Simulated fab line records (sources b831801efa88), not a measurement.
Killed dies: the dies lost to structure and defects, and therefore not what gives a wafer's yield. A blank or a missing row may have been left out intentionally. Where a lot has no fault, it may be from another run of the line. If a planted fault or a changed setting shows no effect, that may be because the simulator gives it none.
Which tool did it? ; flow gf180mcu ; 72 wafers from 24 lots sampled at 3 of the route's 602 steps

== WHAT THE GAUGES SHOWED, per wafer ==
GF_STI_BOW_MEAS_00. Usual: for INCOMING_BOW the level is -1 um and the standard deviation is 6.5.
lot;measured;on;INCOMING_BOW (um);flag
L074;day 1 10:00;film-metro-04;-8 -1 -1;
L075;day 1 15:01;film-metro-02;-3 -3 11;
L076;day 1 20:00;film-metro-02;5 -6 -8;
L077;day 2 01:01;film-metro-03;-5 3 6;
L078;day 2 06:01;film-metro-03;-7 7 1;
L079;day 2 11:02;film-metro-02;7 -7 -3;
L080;day 2 16:00;film-metro-04;4 -1 -9;
L081;day 2 21:00;film-metro-03;-7 -3 -6;
L082;day 3 02:01;film-metro-03;1 -2 -2;
L083;day 3 07:00;film-metro-02;0 9 5;
L084;day 3 12:00;film-metro-02;-5 -5 -4;
L085;day 3 17:04;film-metro-04;-6 2 -3;
L086;day 3 22:00;film-metro-03;-2 -3 1;
L087;day 4 03:00;film-metro-02;5 8 -10;
L088;day 4 08:01;film-metro-02;9 -4 -4;
L089;day 4 13:01;film-metro-04;-6 -5 6;
L090;day 4 18:00;film-metro-02;12 -2 0;
L091;day 4 23:00;film-metro-03;-6 -4 -12;
L092;day 5 04:00;film-metro-02;12 -10 10;
L093;day 5 09:00;film-metro-03;-9 -1 -10;
L094;day 5 14:00;film-metro-02;0 4 14;
L095;day 5 19:00;film-metro-03;-7 1 11;
L096;day 6 00:00;film-metro-04;1 5 -2;
L097;day 6 05:01;film-metro-02;-7 -4 11;

GF_HV_LDD_CD_MEAS_31: the cd target is 400 nm. Usual: 399.6 nm for cd-nm, sd 2.9.
lot;measured;on;cd-nm (nm);flag
L074;day 11 15:04;cd-sem-02;400.7 402.4 402.0;
L075;day 11 18:20;cd-sem-01;401.5 401.8 400.3;
L076;day 11 23:10;cd-sem-01;396.8 400.5 404.3;
L077;day 12 10:35;cd-sem-01;396.8 397.9 396.7;
L078;day 12 15:53;cd-sem-01;397.6 397.4 396.5;
L079;day 13 00:36;cd-sem-01;397.8 396.5 397.1;
L080;day 13 13:49;cd-sem-01;402.7 402.4 402.2;
L081;day 13 18:01;cd-sem-02;401.8 401.1 399.5;
L082;day 14 01:29;cd-sem-01;399.5 397.6 399.5;
L083;day 14 12:40;cd-sem-02;400.1 397.8 399.1;
L084;day 14 19:28;cd-sem-01;405.6 405.5 404.5;
L085;day 14 19:32;cd-sem-02;403.3 402.3 402.3;
L086;day 15 10:09;cd-sem-01;399.2 399.9 398.6;
L087;day 15 15:34;cd-sem-02;396.5 397.4 397.3;
L088;day 16 09:26;cd-sem-02;398.8 398.7 399.9;
L089;day 16 13:17;cd-sem-02;397.4 399.2 397.4;
L090;day 16 14:04;cd-sem-02;404.1 403.3 402.7;
L091;day 17 11:13;cd-sem-01;395.9 398.9 395.0;
L092;day 17 20:01;cd-sem-02;399.5 396.1 397.7;
L093;day 18 09:46;cd-sem-01;397.3 396.7 395.9;
L094;day 18 10:35;cd-sem-01;399.3 399.2 397.4;
L095;day 18 15:52;cd-sem-01;405.3 406.1 402.5;
L096;day 19 05:04;cd-sem-02;398.2 397.8 399.2;
L097;day 19 08:14;cd-sem-01;393.9 396.2 397.0;

GF_M1_CD_MEAS_14: the cd target is 230 nm. Usual: 230.4 nm for cd-nm, sd 0.97.
lot;measured;on;cd-nm (nm);flag
L074;day 17 03:22;cd-sem-02;230.2 229.3 231.4;
L075;day 17 08:29;cd-sem-01;229.2 229.7 229.8;
L076;day 17 14:29;cd-sem-01;230.2 230.9 229.8;
L077;day 18 05:47;cd-sem-02;230.7 231.0 230.9;
L078;day 18 10:29;cd-sem-01;230.9 229.6 230.5;
L079;day 19 00:27;cd-sem-02;230.2 229.3 230.3;
L080;day 19 11:37;cd-sem-02;229.5 230.5 230.1;
L081;day 19 17:31;cd-sem-02;230.2 229.6 229.8;
L082;day 20 03:41;cd-sem-01;231.1 231.8 232.2;
L083;day 20 15:07;cd-sem-01;229.7 229.8 230.1;
L084;day 20 21:37;cd-sem-01;229.6 228.8 229.9;
L085;day 20 22:56;cd-sem-02;228.3 230.3 229.8;
L086;day 21 14:01;cd-sem-02;230.7 229.8 229.2;
L087;day 21 22:25;cd-sem-01;231.7 232.1 230.6;
L088;day 22 15:47;cd-sem-02;229.6 230.1 229.5;
L089;day 22 19:17;cd-sem-02;230.5 230.2 230.4;
L090;day 22 21:10;cd-sem-02;232.4 232.9 232.3;
L091;day 23 16:43;cd-sem-01;230.5 231.5 231.6;
L092;day 24 00:25;cd-sem-01;228.5 231.0 229.5;
L093;day 24 14:25;cd-sem-02;230.1 231.0 231.7;
L094;day 24 15:13;cd-sem-01;231.1 231.1 230.5;
L095;day 24 20:19;cd-sem-01;228.6 229.7 229.3;
L096;day 25 07:35;cd-sem-01;232.1 230.8 230.4;
L097;day 25 10:47;cd-sem-01;230.5 230.0 231.1;

== WHICH TOOL RAN EACH LOT (tool, then ch and the chambers of the sampled wafers, then the start) ==
The record holds no process step before these readings.

== WHAT THE TOOLS THEMSELVES READ (means of the sampled wafers that have a number; where no wafer has one, the mark that the record gives instead) ==
The record holds no such reading with a usual standard deviation.

== THE ANSWER, worked out from the rows above alone ==
Rule: take the mean of a lot's wafers that have a number; if it is more than 3 standard deviations from the usual mean, the lot is off. Also off: a lot with no number at a reading for which 4 or more lots have one. All remaining lots with rows at the step are treated as sound. Order of review: gauges by route order, followed by the tools' own readings, for which a lot's mean as printed above is used. At the first step where some lot is off, the reading lying furthest off is the one used; lots without a number count as furthest.
None of the lots is off at any reading shown; this tells nothing.

== WHAT THE SIMULATOR HAD INSERTED ==
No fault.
